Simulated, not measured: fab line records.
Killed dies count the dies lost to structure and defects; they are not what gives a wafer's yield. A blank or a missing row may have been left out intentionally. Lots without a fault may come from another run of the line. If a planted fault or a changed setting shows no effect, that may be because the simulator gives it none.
Struck lot and sound lot, side by side | flow sky130 | 21 out of 708 route steps
Sound: these wafers, L809.1, L809.4, L809.6. Struck: wafers L816.1, L816.2. (L816.5 of the same lot was not struck and is left out.) The cause comes at the end.
Per side, at each step with rows, come the tool, then ch with its chambers, and then its first start. Under that, the readings that differ: sound wafers | struck wafers | difference of the means | sigmas: that difference in standard deviations of wafers without a fault.
alike: a reading whose means differ by less than 2 such deviations, as well as words and numbers matching on both sides. not compared: withheld readings; readings where some wafer has no value; bounds like >300 that might hide an equal value; numbers whose values overlap and for which the record gives no deviation.
A row with sigmas, a row that says differs or no value, or rows on one side alone: a step with any of these is where the two part. Numbers that don't overlap but have no deviation are shown without sigmas and don't part them. A reading missing from all wafers of one side parts the sides only when that side holds two or more wafers.

first, 4 steps without rows for these wafers: SKY_METAL2_STRIP_21 (strips in post etch residue remover, time 1200 s); SKY_METAL2_CLEAN_22 (cleans in IPA, time 180 s); SKY_METAL2_CLEAN_23 (cleans in O3/DIW); SKY_VIA2_HDPCVD_00 (deposits SiO2, target thk 1180 nm, time 196.7 s).
SKY_VIA2_THK_MEAS_01:
  sound on film metro-03, day 36 14:10; struck on film metro-03, day 38 21:56
  alike: VIA2_HDPCVD_THK
SKY_VIA2_CMP_02: polishes SiO2.
  sound on cmp-01 ch 0,1,3, day 36 14:16; struck on cmp-01 ch 1,2, day 38 21:59
  alike: motor current A
SKY_VIA2_BOW_MEAS_03:
  sound on film metro-04, day 36 14:31; struck on film metro-01, day 38 22:17
  alike: VIA2_BOW
then, 5 steps without rows for these wafers: SKY_VIA2_DEHYDRATE_04 (time 60 s); SKY_VIA2_HMDS_05 (prime time 60 s); SKY_VIA2_COAT_06 (resist thk 60 nm); SKY_VIA2_COAT_07 (resist thk 450 nm); SKY_VIA2_SOFTBAKE_08 (time 90 s).
SKY_VIA2_EXPOSE_09: exposes mask VIM2, target cd 200 nm.
  sound on krf scanner-02 ch 0, day 37 03:44; struck on krf scanner-02 ch 0, day 39 10:41
  alike: mask
then, 2 steps without rows for these wafers: SKY_VIA2_PEB_10; SKY_VIA2_DEVELOP_11 (develop time 60 s).
SKY_VIA2_CD_MEAS_12: target cd 200 nm.
  sound on cd sem-02, day 37 16:05; struck on cd sem-02, day 39 23:08
  reading    | sound             | struck      | difference | sigmas
  cd nm (nm) | 203.0 203.1 203.1 | 182.4 183.0 | -20.4      | -17
SKY_VIA2_OVL_MEAS_13:
  sound on overlay-02, day 37 16:12; struck on overlay-02, day 39 23:15
  alike: VIA2_OVL
SKY_VIA2_ETCH_14: etches BARC in N2/H2, stops on SiO2, time 45.9 s, target depth 60 nm.
  sound on rie diel-02 ch 0,3, day 37 16:14; struck on rie diel-04 ch 0,3, day 39 23:17
  reading               | sound           | struck    | difference | sigmas
  model.VIA2.cd nm (nm) | 203.8 203 203.3 | 182.5 184 | -20.1      |
  alike: drypump motor current A, oes product au, throttle valve pct
  not compared: rf hours counter h
SKY_VIA2_ETCH_15: etches SiO2 in C4F8/O2/Ar, stops on TiN, target depth 546 nm, time 84 s.
  sound on rie diel-02 ch 0,3, day 37 16:17; struck on rie diel-04 ch 0,3, day 39 23:20
  reading               | sound             | struck      | difference | sigmas
  model.VIA2.cd nm (nm) | 202.2 202.2 204.3 | 185.4 179.5 | -20.5      |
  alike: oes product au
  not compared: rf hours counter h
SKY_VIA2_STRIP_16: strips in O2/N2.
  sound on plasma asher-02 ch 0,1, day 37 16:20; struck on plasma asher-03 ch 0,1, day 39 23:23
  alike: drypump motor current A, oes product au, strip time to endpoint s
  not compared: rf hours counter h
-- the record jumps here: 9 days lie between the struck wafers' starts before and after (it left off in module VIA2 and takes up again in module PAD_OPEN, whose first step shown is number 708 of the route) --
SKY_PAD_OPEN_PROBE_99:
  sound on prober-02, day 46 22:10; struck on prober-02, day 48 17:12
  reading                       | sound             | struck     | difference | sigmas
  killed at contacts            | 30 30 33          | 20 13      | -14        | -3
  model.etest.via2 chain.rc ohm | 9.729 9.664 9.701 | 11.6 12.36 | +2.3       |
  alike: defect limited yield, killed_at_M0_to_M3, killed_at_M4_up, killed at front end, killed at other, killed dies, killed open, killed short, sort_bin_3_pad_short, sort_bin_5_function, sort_bin_6_memory, sort n pass, sort yield pct

== WHERE THEY PART ==
At SKY_VIA2_CD_MEAS_12 first; at SKY_PAD_OPEN_PROBE_99 last (within this record only).

WHY: what the simulator had put in
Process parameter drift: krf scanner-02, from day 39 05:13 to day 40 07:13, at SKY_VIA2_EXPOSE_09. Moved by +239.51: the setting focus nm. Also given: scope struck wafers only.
